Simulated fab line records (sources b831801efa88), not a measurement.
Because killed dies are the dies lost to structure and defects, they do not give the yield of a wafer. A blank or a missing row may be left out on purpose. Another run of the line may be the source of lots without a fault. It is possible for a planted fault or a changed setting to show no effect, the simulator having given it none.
fab line records    flow sky130
[record] lots = 10  wafers = 28  last_day = 51
route steps=708 shown NWELL@78 VT_ADJUST_LVTN@106 RES_PROTECT@214 METAL2@501 PAD_OPEN@708
lots with no fault: from the same line, run without faults
start_h: the number of hours between the record's first day and the start of the first shown wafer of the lot    wait_h: time in hours since the lot's previous step    " unchanged from the row above    L1.1+2: a single row standing in for several wafers    - no value present, or no start provided    * or withheld: withheld    < > ~ a bound
route shown NAME@n: names a module that has steps shown in the file, with the first one's number in the route    usual: mean/standard deviation of fault-free wafers    same: alike in all rows    chamber/n: place in a boat    sites: readings site by site    _std_site: the standard deviation of these    _edge_site: inner sites' mean taken away from outer sites' mean    radius_mm: for every site, how far away it sits from the centre of the wafer    mask NAME#n: copy n    behind: the last tool/chamber to shape the wafer    hold: why the lot was held/for how many hours/how that ended    device: names the non-switching transistor (n, p or np)    end of line: tests run on the same wafers once the route is complete    a step without rows: its recipe alone    killed: at the first sort, the dies lost to defects and structure; wafer yield is something else    map: the dies of a wafer, with x for killed, . for not killed, _ for no die there
set.NAME: the run value of the setting; set.NAME@STEP: its run value at that earlier step    model.NAME: the simulator's own value behind a step, which no gauge read
route steps across a sampled set of lots; one table per step, one row per wafer
services: when a tool's chamber went out of use (start_h, in hours from the record's first day, below 0 if earlier), for how many hours, and the reason
[[steps]]
[step SKY_NWELL_STRIP_25]
[recipe] chemistry = O2/N2  power_w = 1400  pressure_mtorr = 1500  platen_temp_c = withheld  o2_flow_sccm = 3000  n2_flow_sccm = 300  overash_fraction = 0.5
[usual] drypump_motor_current_A = 5.8/0.4  n2_flow_sccm = 300.0/0.82  oes_product_au = 0.722/0.0044  strip_time_to_endpoint_s = 36.92/0.12
lot.wafer  tool             chamber  start_h  wait_h  drypump_motor_current_A  n2_flow_sccm  oes_product_au  rf_hours_counter_h  strip_time_to_endpoint_s
L842.1     plasma_asher-02  0        118.08   0.1     6.0                      299.6         0.729           0                   36.88
L842.5     "                0        "        "       6.0                      301.2         0.721           -                   36.87
L842.6     "                1        "        "       6.1                      300.2         0.726           -                   36.97
L844.1     plasma_asher-02  1        134.03   0.1     6.1                      299.5         0.723           1                   36.91
L844.4     "                0        "        "       6.0                      301.9         0.708           -                   36.89
L844.5     "                0        "        "       6.0                      300.9         0.721           -                   36.92
L846.1     plasma_asher-01  1        143.35   0.1     5.1                      301.0         0.722           49                  36.91
L846.3     "                1        "        "       5.1                      300.1         0.732           -                   37.04
L846.4     "                0        "        "       5.9                      301.2         0.721           -                   36.89
L847.1     plasma_asher-01  0        152.26   0.1     6.0                      301.0         0.720           49                  36.78
L847.2     "                1        "        "       5.1                      300.0         0.730           49                  36.83
L847.3     "                0        "        "       6.0                      300.4         0.720           -                   36.86
L850.3     plasma_asher-01  1        171.03   0.1     5.1                      299.8         0.721           -                   36.99
L850.4     "                0        "        "       6.0                      299.7         0.721           -                   37.16
L850.5     "                1        "        "       5.2                      299.6         0.716           -                   37.02
L854.1     plasma_asher-02  0        194.43   0.1     5.9                      299.5         0.725           7                   36.70
L854.4     "                0        "        "       6.0                      300.4         0.726           -                   36.70
L857.1     plasma_asher-02  1        210.08   0.1     6.1                      299.4         0.718           9                   36.88
L857.6     "                0        "        "       5.9                      299.3         0.721           -                   36.90
L860.2     plasma_asher-01  1        229.71   0.1     5.1                      299.3         0.717           57                  36.88
L860.3     "                0        "        "       5.9                      300.1         0.717           -                   36.95
L860.6     "                0        "        "       6.0                      301.3         0.718           -                   36.99
L861.2     plasma_asher-04  0        237.91   0.1     5.3                      300.7         0.729           40                  37.04
L861.3     "                1        "        "       6.1                      299.0         0.721           -                   37.13
L861.6     "                1        "        "       6.1                      299.1         0.718           -                   37.08
L862.4     plasma_asher-01  0        243.39   0.1     6.0                      300.7         0.714           -                   36.81
L862.5     "                1        "        "       5.1                      298.6         0.722           -                   36.95
L862.6     "                0        "        "       6.0                      300.1         0.722           -                   36.88
[step SKY_VT_ADJUST_LVTN_STRIP_09]
[recipe] chemistry = O2/N2  power_w = 1400  pressure_mtorr = 1500  platen_temp_c = withheld  o2_flow_sccm = 3000  n2_flow_sccm = 300  overash_fraction = 0.5
[usual] drypump_motor_current_A = 5.6/0.4  n2_flow_sccm = 299.9/0.86  oes_product_au = 0.723/0.0048  strip_time_to_endpoint_s = 36.93/0.1
lot.wafer  tool             chamber  start_h  wait_h  drypump_motor_current_A  n2_flow_sccm  oes_product_au  rf_hours_counter_h  strip_time_to_endpoint_s
L842.1     plasma_asher-01  1        158.11   0.1     5.1                      300.0         0.726           50                  37.06
L842.5     "                0        "        "       5.9                      300.5         0.721           -                   37.04
L842.6     "                1        "        "       5.1                      300.1         0.719           -                   37.16
L844.1     plasma_asher-02  1        175.61   0.1     6.1                      300.1         0.726           6                   36.96
L844.4     "                1        "        "       6.1                      299.8         0.722           -                   36.91
L844.5     "                1        "        "       6.1                      300.3         0.722           -                   36.96
L846.1     plasma_asher-01  0        184.78   0.1     6.0                      299.9         0.729           53                  37.05
L846.3     "                1        "        "       5.1                      298.7         0.725           -                   37.10
L846.4     "                0        "        "       6.0                      300.8         0.730           -                   37.17
L847.1     plasma_asher-03  0        195.94   0.1     5.4                      299.0         0.718           51                  36.83
L847.2     "                1        "        "       5.2                      298.6         0.712           51                  36.94
L847.3     "                1        "        "       5.2                      300.3         0.730           -                   36.89
L850.3     plasma_asher-03  0        216.08   0.1     5.5                      300.2         0.725           -                   36.96
L850.4     "                1        "        "       5.2                      301.1         0.725           -                   37.00
L850.5     "                1        "        "       5.2                      300.8         0.721           -                   36.96
L854.1     plasma_asher-03  1        241.23   0.1     5.2                      298.7         0.727           55                  36.91
L854.4     "                0        "        "       5.4                      301.4         0.727           -                   36.89
L857.1     plasma_asher-03  1        257.26   0.1     5.2                      300.9         0.726           57                  36.85
L857.6     "                1        "        "       5.2                      300.2         0.719           -                   36.80
L860.2     plasma_asher-02  0        277.89   0.1     6.0                      299.7         0.723           15                  36.94
L860.3     "                0        "        "       5.9                      299.5         0.722           -                   36.93
L860.6     "                1        "        "       6.1                      302.2         0.728           -                   36.85
L861.2     plasma_asher-02  1        288.06   0.1     6.1                      299.9         0.726           16                  36.84
L861.3     "                0        "        "       6.0                      299.0         0.724           -                   36.98
L861.6     "                1        "        "       6.1                      300.5         0.726           -                   36.93
L862.4     plasma_asher-03  1        292.81   0.1     5.2                      299.0         0.727           -                   36.93
L862.5     "                1        "        "       5.2                      298.7         0.729           -                   36.89
L862.6     "                0        "        "       5.4                      298.4         0.726           -                   36.91
[step SKY_RES_PROTECT_STRIP_07]
[recipe] chemistry = O2/N2  power_w = 1400  pressure_mtorr = 1500  platen_temp_c = withheld  o2_flow_sccm = 3000  n2_flow_sccm = 300  overash_fraction = 0.5
[usual] drypump_motor_current_A = 5.7/0.42  n2_flow_sccm = 300.2/0.9  oes_product_au = 0.517/0.0044  strip_time_to_endpoint_s = 23.28/0.042
lot.wafer  tool             chamber  start_h  wait_h  drypump_motor_current_A  n2_flow_sccm  oes_product_au  rf_hours_counter_h  strip_time_to_endpoint_s
L842.1     plasma_asher-01  1        366.54   0.1     5.2                      299.3         0.522           71                  23.27
L842.5     "                0        "        "       6.0                      300.7         0.512           -                   23.22
L842.6     "                1        "        "       5.1                      298.0         0.521           -                   23.29
L844.1     plasma_asher-04  1        385.49   0.1     6.1                      300.5         0.521           54                  23.28
L844.4     "                0        "        "       5.3                      299.1         0.518           -                   23.29
L844.5     "                1        "        "       6.1                      299.4         0.521           -                   23.31
L846.1     plasma_asher-02  1        397.91   0.1     6.1                      301.3         0.517           27                  23.26
L846.3     "                0        "        "       6.0                      299.6         0.518           -                   23.20
L846.4     "                1        "        "       6.1                      300.6         0.523           -                   23.20
L847.1     plasma_asher-02  0        415.16   0.1     5.9                      301.3         0.520           29                  23.27
L847.2     "                1        "        "       6.1                      301.7         0.518           29                  23.33
L847.3     "                1        "        "       6.2                      300.7         0.519           -                   23.31
L850.3     plasma_asher-04  1        443.04   0.1     6.1                      301.8         0.520           -                   23.34
L850.4     "                0        "        "       5.2                      299.9         0.518           -                   23.30
L850.5     "                0        "        "       5.2                      299.9         0.511           -                   23.32
L854.1     plasma_asher-01  1        476.36   0.1     5.1                      299.9         0.513           82                  23.26
L854.4     "                1        "        "       5.1                      298.8         0.514           -                   23.25
L857.1     plasma_asher-02  0        495.70   0.1     6.0                      299.9         0.522           36                  23.31
L857.6     "                0        "        "       5.9                      300.9         0.517           -                   23.30
L860.2     plasma_asher-01  1        523.15   0.1     5.1                      299.6         0.517           87                  23.32
L860.3     "                1        "        "       5.1                      298.8         0.519           -                   23.35
L860.6     "                1        "        "       5.1                      299.5         0.509           -                   23.33
L861.2     plasma_asher-02  1        531.55   0.1     6.1                      301.2         0.514           40                  23.25
L861.3     "                0        "        "       6.0                      300.0         0.516           -                   23.26
L861.6     "                1        "        "       6.1                      299.3         0.512           -                   23.25
L862.4     plasma_asher-01  1        539.27   0.1     5.1                      300.0         0.509           -                   23.35
L862.5     "                0        "        "       6.0                      299.5         0.515           -                   23.30
L862.6     "                1        "        "       5.1                      301.1         0.520           -                   23.36
[step SKY_METAL2_ETCH_18]
[recipe] chemistry = N2/H2  target = BARC  ion_energy_ev = 200  bias_w = 100  pressure_mtorr = 30  n2_flow_sccm = 100  h2_flow_sccm = 200  icp_w = 500  stop_on = SiO2  time_s = 45.9  target_depth_a = 600
[usual] drypump_motor_current_A = 5.82/0.24  n2_flow_sccm = 99.94/0.27  oes_product_au = 0.854/0.0046  throttle_valve_pct = 13.225/0.0095
[same] time_s = 45.9
lot.wafer  tool          chamber  start_h  wait_h  drypump_motor_current_A  n2_flow_sccm  oes_product_au  rf_hours_counter_h  throttle_valve_pct
L842.1     rie_metal-04  0        859.06   0.1     5.76                     99.93         0.851           6                   13.231
L842.5     "             0        "        "       5.74                     99.84         0.846           -                   13.226
L842.6     "             0        "        "       5.72                     100.68        0.849           -                   13.239
L844.1     rie_metal-03  0        875.08   0.0     6.20                     99.87         0.855           2                   13.212
L844.4     "             0        "        "       6.20                     99.74         0.864           -                   13.217
L844.5     "             1        "        "       5.65                     99.77         0.863           -                   13.239
L846.1     rie_metal-04  1        882.08   0.0     5.58                     100.09        0.853           0                   13.214
L846.3     "             1        "        "       5.57                     99.85         0.856           -                   13.207
L846.4     "             0        "        "       5.75                     99.75         0.860           -                   13.213
L847.1     rie_metal-03  0        896.13   0.0     6.20                     99.89         0.854           2                   13.237
L847.2     "             1        "        "       5.66                     100.00        0.860           12                  13.227
L847.3     "             1        "        "       5.63                     99.77         0.851           -                   13.212
L850.3     rie_metal-03  0        919.37   0.0     6.22                     100.32        0.851           -                   13.232
L850.4     "             1        "        "       5.66                     99.52         0.861           -                   13.242
L850.5     "             1        "        "       5.63                     100.25        0.854           -                   13.205
L854.1     rie_metal-03  0        947.90   0.0     6.22                     100.05        0.850           5                   13.222
L854.4     "             1        "        "       5.63                     100.49        0.770           -                   13.201
L857.1     rie_metal-03  0        962.34   0.0     6.20                     100.02        0.849           5                   13.224
L857.6     "             0        "        "       6.22                     99.82         0.767           -                   13.210
L860.2     rie_metal-01  0        982.23   0.0     5.79                     100.15        0.853           15                  13.228
L860.3     "             1        "        "       6.04                     99.79         0.859           -                   13.231
L860.6     "             1        "        "       6.04                     99.88         0.855           -                   13.224
L861.2     rie_metal-01  0        990.68   0.0     5.79                     100.14        0.855           15                  13.209
L861.3     "             0        "        "       5.78                     100.07        0.851           -                   13.237
L861.6     "             0        "        "       5.77                     100.08        0.858           -                   13.227
L862.4     rie_metal-04  0        995.05   0.0     5.76                     99.78         0.858           -                   13.223
L862.5     "             0        "        "       5.73                     99.91         0.848           -                   13.206
L862.6     "             1        "        "       5.56                     99.70         0.846           -                   13.228
[step SKY_METAL2_STRIP_20]
[recipe] chemistry = O2/N2  power_w = 1400  pressure_mtorr = 1500  platen_temp_c = withheld  o2_flow_sccm = 3000  n2_flow_sccm = 300  overash_fraction = 0.5
[usual] drypump_motor_current_A = 5.8/0.4  n2_flow_sccm = 300.1/0.9  oes_product_au = 0.342/0.0041  strip_time_to_endpoint_s = 2.682/0.029
lot.wafer  tool             chamber  start_h  wait_h  drypump_motor_current_A  n2_flow_sccm  oes_product_au  rf_hours_counter_h  strip_time_to_endpoint_s
L842.1     plasma_asher-02  0        859.37   0.1     6.0                      298.6         0.353           75                  2.694
L842.5     "                0        "        "       6.0                      299.2         0.349           -                   2.717
L842.6     "                1        "        "       6.1                      299.3         0.340           -                   2.721
L844.1     plasma_asher-01  1        875.23   0.1     5.2                      300.2         0.342           13                  2.669
L844.4     "                1        "        "       5.2                      299.5         0.343           -                   2.689
L844.5     "                1        "        "       5.1                      299.7         0.337           -                   2.667
L846.1     plasma_asher-02  0        882.23   0.1     5.9                      299.8         0.343           77                  2.692
L846.3     "                0        "        "       5.9                      301.3         0.341           -                   2.733
L846.4     "                1        "        "       6.1                      299.5         0.340           -                   2.679
L847.1     plasma_asher-02  0        896.28   0.1     6.0                      299.6         0.347           78                  2.657
L847.2     "                1        "        "       6.1                      299.6         0.340           78                  2.639
L847.3     "                0        "        "       6.0                      300.9         0.345           -                   2.572
L850.3     plasma_asher-01  0        919.54   0.1     6.0                      299.7         0.343           -                   2.693
L850.4     "                1        "        "       5.2                      300.7         0.341           -                   2.640
L850.5     "                0        "        "       6.0                      301.3         0.348           -                   2.635
L854.1     plasma_asher-04  0        948.05   0.1     5.3                      298.9         0.347           103                 2.658
L854.4     "                1        "        "       6.1                      298.5         0.344           -                   2.803
L857.1     plasma_asher-04  0        962.50   0.1     5.2                      299.9         0.345           105                 2.692
L857.6     "                1        "        "       6.1                      300.0         0.343           -                   2.861
L860.2     plasma_asher-04  1        982.38   0.1     6.1                      299.6         0.349           106                 2.736
L860.3     "                0        "        "       5.3                      301.3         0.342           -                   2.675
L860.6     "                0        "        "       5.2                      300.2         0.341           -                   2.698
L861.2     plasma_asher-01  0        990.83   0.1     6.0                      299.5         0.347           24                  2.670
L861.3     "                1        "        "       5.1                      300.4         0.343           -                   2.697
L861.6     "                0        "        "       6.0                      299.6         0.340           -                   2.665
L862.4     plasma_asher-02  0        995.22   0.1     6.0                      300.2         0.336           -                   2.669
L862.5     "                1        "        "       6.1                      301.2         0.339           -                   2.674
L862.6     "                0        "        "       5.9                      300.2         0.344           -                   2.691
[step SKY_PAD_OPEN_PROBE_99]
[usual] defect_limited_yield = 82.3/1.8  killed_at_M0_to_M3 = 43/6.9  killed_at_M4_up = 3.2/1.6  killed_at_contacts = 25/5.1  killed_at_front_end = 16/4.5  killed_at_other = 0.3/0.68  killed_dies = 87/8.9  killed_open = 48/6.9  killed_short = 39/6.3
[same] gross_dies = 492  killed_at_back_side = 0
lot.wafer  tool       chamber  start_h  wait_h  defect_limited_yield[%]  killed_at_M0_to_M3  killed_at_M4_up  killed_at_contacts  killed_at_front_end  killed_at_other  killed_dies  killed_open  killed_short
L854.1     prober-02  -        1179.69  0.1     80.3                     42                  2                33                  20                   0                97           58           39
L854.4     prober-02  -        1179.84  0.2     82.3                     38                  4                31                  14                   0                87           48           39
L857.1     prober-01  -        1190.89  0.1     82.9                     43                  2                16                  23                   0                84           42           41
L857.6     prober-01  -        1191.14  0.2     82.3                     46                  1                25                  15                   0                87           50           37
L861.2     prober-01  -        1212.70  0.1     82.5                     46                  1                23                  14                   2                86           43           43
L861.3     prober-01  -        1212.75  0.2     82.7                     50                  2                15                  16                   2                85           49           35
L861.6     prober-01  -        1212.90  0.2     82.9                     36                  3                28                  15                   2                84           47           37
L862.4     prober-02  -        1213.18  0.2     79.9                     50                  4                26                  19                   0                99           52           47
L862.5     prober-02  -        1213.23  0.2     81.7                     45                  2                20                  21                   2                90           52           37
L862.6     prober-02  -        1213.28  0.2     80.5                     40                  7                30                  19                   0                96           44           51
// killed by level:class
L854.1 CONTACT:geometric_particle:open=15 VIA3:geometric_particle:open=8 VIA1:geometric_particle:open=8 LI_CONTACT:geometric_particle:open=7 VIA2:geometric_particle:open=6 FIELD_ISO:geometric_particle:open=5 VIA3:geometric_particle:short=5 POLY_GATE:geometric_particle:open=4
L854.4 CONTACT:geometric_particle:open=13 LI_CONTACT:geometric_particle:open=7 VIA3:geometric_particle:open=7 CONTACT:geometric_particle:short=6 VIA1:geometric_particle:open=6 METAL2:geometric_particle:short=5 POLY_GATE:geometric_particle:short=4 FIELD_ISO:geometric_particle:open=3
L857.1 VIA1:geometric_particle:open=14 LI_CONTACT:geometric_particle:open=7 POLY_GATE:geometric_particle:short=6 METAL1:geometric_particle:short=6 FIELD_ISO:geometric_particle:open=5 VIA3:geometric_particle:open=5 FIELD_ISO:geometric_particle:short=4 VIA1:geometric_particle:short=4
L857.6 VIA1:geometric_particle:open=14 LI_CONTACT:geometric_particle:open=8 CONTACT:geometric_particle:open=7 VIA1:geometric_particle:short=7 VIA2:geometric_particle:open=6 POLY_GATE:geometric_particle:open=4 LI_CONTACT:geometric_particle:short=4 CONTACT:geometric_particle:short=4
L861.2 VIA1:geometric_particle:open=8 CONTACT:geometric_particle:open=8 LI_CONTACT:geometric_particle:open=7 FIELD_ISO:geometric_particle:open=6 CONTACT:geometric_particle:short=6 VIA2:geometric_particle:open=6 VIA1:geometric_particle:short=5 METAL1:geometric_particle:short=5
L861.3 VIA1:geometric_particle:open=13 METAL2:geometric_particle:short=10 VIA3:geometric_particle:open=9 VIA2:geometric_particle:open=6 FIELD_ISO:geometric_particle:short=4 LI_CONTACT:geometric_particle:open=4 CONTACT:geometric_particle:open=4 VIA1:geometric_particle:short=4
L861.6 CONTACT:geometric_particle:open=9 VIA1:geometric_particle:open=9 VIA3:geometric_particle:open=7 FIELD_ISO:geometric_particle:open=6 CONTACT:geometric_particle:short=6 VIA1:geometric_particle:short=6 VIA2:geometric_particle:open=4 LI_CONTACT:geometric_particle:short=4
L862.4 VIA1:geometric_particle:open=15 CONTACT:geometric_particle:open=9 CONTACT:geometric_particle:short=7 VIA3:geometric_particle:open=7 LOCAL_INTERCONNECT:geometric_particle:short=6 VIA1:geometric_particle:short=6 FIELD_ISO:geometric_particle:short=5 FIELD_ISO:geometric_particle:open=5
L862.5 VIA1:geometric_particle:open=16 CONTACT:geometric_particle:open=13 FIELD_ISO:geometric_particle:open=7 VIA3:geometric_particle:open=7 VIA3:geometric_particle:short=5 FIELD_ISO:geometric_particle:short=4 LOCAL_INTERCONNECT:geometric_particle:short=4 VIA2:geometric_particle:short=4
L862.6 CONTACT:geometric_particle:open=10 METAL1:geometric_particle:short=9 LI_CONTACT:geometric_particle:open=6 METAL2:geometric_particle:short=6 FIELD_ISO:geometric_particle:short=5 POLY_GATE:geometric_particle:open=5 LOCAL_INTERCONNECT:geometric_particle:short=5 CONTACT:geometric_particle:short=5
[[services]]
tool             chamber  start_h  hours  kind
plasma_asher-02  -        108.75   9.0    pm
plasma_asher-04  -        133.93   1.1    repair
plasma_asher-04  -        286.27   1.5    repair
plasma_asher-04  -        356.70   1.1    repair
plasma_asher-01  -        381.87   4.3    pm
plasma_asher-01  -        395.95   2.1    repair
plasma_asher-04  -        432.84   2.8    repair
plasma_asher-02  -        472.30   14.6   pm
plasma_asher-02  -        500.24   4.7    repair
plasma_asher-04  -        512.20   68.9   repair
plasma_asher-04  -        574.59   8.9    repair
plasma_asher-01  -        595.06   5.6    repair
plasma_asher-04  -        605.76   4.4    repair
plasma_asher-01  -        640.30   2.8    pm
plasma_asher-01  -        653.89   1.8    repair
plasma_asher-04  -        718.77   0.6    repair
plasma_asher-01  -        733.75   9.0    pm
plasma_asher-04  -        764.55   1.2    repair
plasma_asher-02  -        837.47   0.3    repair
plasma_asher-02  -        862.05   0.6    repair
plasma_asher-02  -        867.50   2.8    pm
plasma_asher-01  -        881.08   1.8    repair
plasma_asher-01  -        940.85   2.7    repair
plasma_asher-02  -        949.75   1.8    repair
[[key]]
[first_sign] step = SKY_METAL2_ETCH_18  reading = oes_product_au  direction = down  sigmas = 19  usual = 0.854  struck = 0.769
[effect] step = SKY_METAL2_STRIP_20  reading = strip_time_to_endpoint_s  direction = up  sigmas = 5.2  usual = *  struck = *
met_at SKY_METAL2_ETCH_18
struck_lots L854,L857
struck_wafers L854.4,L857.6
not_acting_at SKY_NWELL_STRIP_25,SKY_VT_ADJUST_LVTN_STRIP_09,SKY_RES_PROTECT_STRIP_07
onset_between 919.37 947.90
[fault] kind = process_parameter_drift  tool = rie_metal-03  chamber = -  onset_h = 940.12  steps = SKY_METAL2_ETCH_18  channel = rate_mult  offset = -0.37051  shape = step  end_h = 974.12  scope = struck_wafers_only
